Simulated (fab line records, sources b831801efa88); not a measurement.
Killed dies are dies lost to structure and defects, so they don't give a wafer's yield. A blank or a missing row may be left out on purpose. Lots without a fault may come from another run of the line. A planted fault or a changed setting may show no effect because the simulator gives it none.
Problem report in the 8D (eight disciplines) form, filled by code | flow sky130 | the parts of the form that need people (team, actions taken, sign-off) are left out

1. THE PROBLEM
dose_ions_cm2 at SKY_NWELL_IMPLANT_12 reads a mean of 1.4e+12 on 6 wafers of 2 lots; wafers without a fault read 1.3e+12 with a standard deviation of 1.2e+09. That is +59 standard deviations from the usual mean.
First seen on wafer L632.3, day 6 13:50, on implanter-04. The record holds 39 wafers of 13 lots with a number at this step. Rule for "out", or "out of limits": more than 4 standard deviations from the usual mean. The other wafers with a number count as sound.

2. WHAT IT IS AND WHAT IT IS NOT
question                    | is                     | is not
which readings at this step | dose_ions_cm2          | beam_on_s
which lots                  | L632, L636             | L625, L627, L630, L631, L637, L639, L643, L644, L645, L646, L647
which wafers of those lots  | all that have a number | -
read on which tools         | implanter-04           | implanter-01, implanter-02
when                        | from day 6 13:50       | up to then (12 sound wafers); but 21 sound wafers of L637, L639, L643, L644, L645, L646, L647 came after

3. SUSPECTS, AND WHAT RULES EACH OUT
Counting: a tool at a process step up to the reading stays a suspect if it ran every lot that is out and no sound lot after the first of them.
- implanter-04 at SKY_NWELL_IMPLANT_12: ruled out as a lasting fault. Sound lots L647 ran on it after its first lot that is out, L632 (day 6 13:50).
Left after counting: nothing in the record.

4. THE CAUSE (what the simulator had put in)
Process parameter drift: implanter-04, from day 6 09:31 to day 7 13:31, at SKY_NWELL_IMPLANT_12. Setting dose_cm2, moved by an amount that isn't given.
Counting ruled it out, wrongly.

5. THE CHAIN OF EFFECTS, in route order
Each row: a reading whose mean over the struck wafers that have a number lies more than 3 standard deviations from the usual. Only readings for which the record gives a usual standard deviation are gone through. hours: the time from each lot's start at the first step in this table that gives one to its start at this step, as a median over the lots. sigmas: the change in usual standard deviations.
hours | step                 | reading       | usual   | on struck wafers | change   | sigmas
0     | SKY_NWELL_IMPLANT_12 | dose_ions_cm2 | 1.3e+12 | 1.4e+12          | +7.1e+10 | +59
The process steps in it:
- SKY_NWELL_IMPLANT_12
Later measuring or inspecting steps at which every struck wafer that the step has a row for has a number for every such reading, and none has moved that far: SKY_NWELL_RS_MEAS_31.

6. WHAT WOULD HAVE CAUGHT IT SOONER
In this record the first reading out of limits was taken at day 6 13:50, 4 hours after the fault began at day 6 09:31.
